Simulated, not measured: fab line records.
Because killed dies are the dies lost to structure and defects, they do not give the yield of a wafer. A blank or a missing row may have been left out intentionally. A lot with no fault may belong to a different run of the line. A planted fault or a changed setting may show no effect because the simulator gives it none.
Which tool did it? ; flow gf180mcu ; Sampling: 14 lots, 42 wafers, 4 of 602 route steps

## WHAT THE GAUGES READ, wafer by wafer
GF_STI_BOW_MEAS_00.
lot;measured;on;INCOMING_BOW (um)
L713;day 1 15:00;film-metro-01;6 -4 10
L714;day 1 20:01;film-metro-01;9 -5 3
L715;day 2 01:00;film-metro-02;-3 -13 -15
L717;day 2 11:02;film-metro-01;5 -1 1
L719;day 2 21:00;film-metro-02;2 13 -3
L720;day 3 02:00;film-metro-04;-11 -7 -2
L721;day 3 07:04;film-metro-01;15 5 -6
L722;day 3 12:00;film-metro-04;7 -2 0
L723;day 3 17:00;film-metro-04;-7 2 -7
L730;day 5 04:00;film-metro-02;-5 -13 1
L731;day 5 09:01;film-metro-04;-6 10 -2
L732;day 5 14:02;film-metro-04;1 -11 -8
L734;day 6 00:00;film-metro-04;2 -1 0
L735;day 6 05:01;film-metro-01;-4 -9 -20

GF_STI_THK_MEAS_04.
lot;measured;on;STI_CVD_03_THK (nm)
L713;day 1 18:38;film-metro-04;205.4 207.7 205.6
L714;day 2 00:37;film-metro-04;205.2 207.2 207.4
L715;day 2 06:04;film-metro-01;203.8 205.8 205.0
L717;day 2 19:58;film-metro-01;207.8 209.4 208.8
L719;day 3 02:19;film-metro-02;209.7 209.5 210.0
L720;day 3 05:34;film-metro-01;208.5 208.7 208.3
L721;day 3 11:10;film-metro-01;212.8 210.9 211.3
L722;day 3 15:46;film-metro-01;207.2 205.9 209.0
L723;day 3 20:36;film-metro-01;208.3 206.0 206.8
L730;day 5 07:34;film-metro-04;204.4 205.6 205.6
L731;day 5 12:34;film-metro-02;203.6 204.1 205.6
L732;day 5 17:35;film-metro-04;204.8 204.7 204.4
L734;day 6 03:41;film-metro-04;207.6 208.5 206.5
L735;day 6 09:34;film-metro-01;207.8 210.5 210.2

GF_VT_IMPLANT_TW_MEAS_10.
lot;measured;on;VT_IMPLANT_TW
L713;day 6 00:12;film-metro-04;560 556 559
L714;day 6 07:43;film-metro-03;565 573 571
L715;day 6 08:02;film-metro-03;570 568 566
L717;day 7 02:10;film-metro-03;568 572 574
L719;day 7 11:48;film-metro-01;560 556 563
L720;day 7 16:38;film-metro-04;559 562 561
L721;day 7 21:28;film-metro-03;568 568 569
L722;day 8 02:53;film-metro-04;555 561 562
L723;day 8 08:41;film-metro-04;558 560 561
L730;day 10 03:26;film-metro-01;562 564 562
L731;day 10 10:07;film-metro-04;560 564 563
L732;day 10 15:12;film-metro-04;560 562 560
L734;day 11 03:05;film-metro-04;554 557 556
L735;day 11 17:18;film-metro-01;563 562 562

## WHICH TOOL RAN EACH LOT (tool, then ch and the chambers of the sampled wafers, then the start)
lot;GF_MVPSD_DEHYDRATE_00
L713;litho-track-01 ch 0, day 5 01:43
L714;litho-track-02 ch 0, day 5 09:14
L715;litho-track-04 ch 0, day 5 09:40
L717;litho-track-01 ch 0, day 6 03:04
L719;litho-track-04 ch 0, day 6 12:31
L720;litho-track-02 ch 0, day 6 16:58
L721;litho-track-02 ch 0, day 6 22:05
L722;litho-track-01 ch 0, day 7 03:25
L723;litho-track-02 ch 0, day 7 08:31
L730;litho-track-04 ch 0, day 9 00:19
L731;litho-track-04 ch 0, day 9 07:29
L732;litho-track-02 ch 0, day 9 12:08
L734;litho-track-02 ch 0, day 10 00:43
L735;litho-track-02 ch 0, day 10 12:23
- GF_MVPSD_DEHYDRATE_00: time 60 s.

## AS READ BY THE TOOLS THEMSELVES (means over the sampled wafers that have a number; for cases with no such wafer, the mark the record gives instead)
GF_MVPSD_DEHYDRATE_00.
lot;tool;heater-power-total-W (W);run-length-s (s)
L713;litho-track-01;158.49;89.15
L714;litho-track-02;158.41;89.06
L715;litho-track-04;158.48;89.35
L717;litho-track-01;158.46;89.28
L719;litho-track-04;158.55;89.40
L720;litho-track-02;158.44;89.11
L721;litho-track-02;158.46;89.06
L722;litho-track-01;158.52;89.14
L723;litho-track-02;158.52;89.20
L730;litho-track-04;161.13;86.04
L731;litho-track-04;161.14;86.09
L732;litho-track-02;158.52;89.17
L734;litho-track-02;158.42;89.05
L735;litho-track-02;158.48;89.10

## THE ANSWER, worked out from the rows above alone
Rule: what is usual is taken from the lots themselves. The widest of any qualifying gaps counts: lots, ordered by their means at a reading, are off when they make up no more than a third of the lots, leave a main group of 4 or more, and stand apart from it by 3 or more times the standard deviation of that group's means. A main group whose means are all the same, to the digits that the tables above print for the reading, isn't used. A lot without any number at a reading at which 4 lots or more have one is off too. Where the step has rows for the other lots, those lots are counted as sound. Order of review: gauges by route order, followed by the tools' own readings, for which a lot's mean as printed above is used. At the first step where some lot is off, the reading lying furthest off is the one used; lots without a number count as furthest.
Off, at GF_MVPSD_DEHYDRATE_00 on heater-power-total-W: L730, L731. The main group has a mean of 158.48 W with a standard deviation of 0.042.
A tool fits if, at that step or a process step before it, it ran every lot that is off, and no sound lot after the first of them. One candidate fits, namely litho-track-04 at GF_MVPSD_DEHYDRATE_00. Its last sound lot is L719 (day 6 12:31), its first lot that is off L730 (day 9 00:19): a fault that began between those two fits.
The tool's own readings at GF_MVPSD_DEHYDRATE_00 bear it out: on the lots that are off they differ by more than 5 times the standard deviation of the sound lots' means. heater-power-total-W reads 161.13 W there against 158.48 W on the sound lots; run-length-s reads 86.06 s there against 89.17 s on the sound lots.

## WHAT THE SIMULATOR PUT IN
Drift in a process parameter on litho-track-04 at GF_MVPSD_DEHYDRATE_00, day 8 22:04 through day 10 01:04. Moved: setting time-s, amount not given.
Shown lots that were struck: L730, L731. The rule above reached the same finding.
